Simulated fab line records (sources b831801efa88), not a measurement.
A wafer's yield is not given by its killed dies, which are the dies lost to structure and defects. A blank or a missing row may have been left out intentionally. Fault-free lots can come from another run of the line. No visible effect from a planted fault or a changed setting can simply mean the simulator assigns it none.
Which of the tools did it? | flow gf180mcu | 42 wafers sampled from 14 lots at 1 step of a route of 602

WHAT THE GAUGES SHOWED, per wafer
GF_M2_OVL_MEAS_15. Usual: for M2_OVL the level is -2 nm and the standard deviation is 4.8.
lot  | measured     | on         | M2_OVL (nm) | flag
L750 | day 19 11:05 | overlay-01 | 5 -2 4      |
L751 | day 19 17:16 | overlay-01 | 2 -4 -6     |
L752 | day 20 06:40 | overlay-01 | -7 -5 -15   |
L753 | day 20 08:57 | overlay-02 | 1 1 0       |
L755 | day 21 06:10 | overlay-01 | -9 -9 -8    |
L754 | day 21 09:41 | overlay-02 | -8 -6 4     |
L763 | day 24 09:05 | overlay-02 | -2 3 -2     |
L764 | day 24 17:41 | overlay-02 | -1 -10 2    |
L765 | day 25 01:41 | overlay-02 | -1 -2 -2    |
L766 | day 25 02:49 | overlay-01 | -4 2 -3     |
L767 | day 25 13:25 | overlay-02 | 7 1 -1      |
L768 | day 25 20:20 | overlay-02 | 0 3 -2      |
L769 | day 26 02:15 | overlay-02 | -2 -4 -4    |
L771 | day 26 14:02 | overlay-01 | 0 2 -1      |

TOOL THAT RAN EACH LOT (tool first, then ch and the chambers of the sampled wafers, then the start)
No process step before these readings appears in the record.

AS READ BY THE TOOLS THEMSELVES (means over the sampled wafers that have a number; for cases with no such wafer, the mark the record gives instead)
The record holds no such reading with a usual standard deviation.

THE ANSWER, worked out from the rows above alone
Rule: a lot is off if the mean of its wafers that have a number lies more than 3 standard deviations from the usual mean. A lot without any number at a reading at which 4 lots or more have one is off too. All remaining lots with rows at the step are treated as sound. After the gauges, taken in route order, come the tools' own readings; for these a lot's mean is taken, as printed above. The first step at which some lot is off is used, and at that step the reading that is off furthest; a lot without a number counts as furthest.
Nothing can be told from this: no lot is off at any reading shown.

WHAT THE SIMULATOR HAD PUT IN
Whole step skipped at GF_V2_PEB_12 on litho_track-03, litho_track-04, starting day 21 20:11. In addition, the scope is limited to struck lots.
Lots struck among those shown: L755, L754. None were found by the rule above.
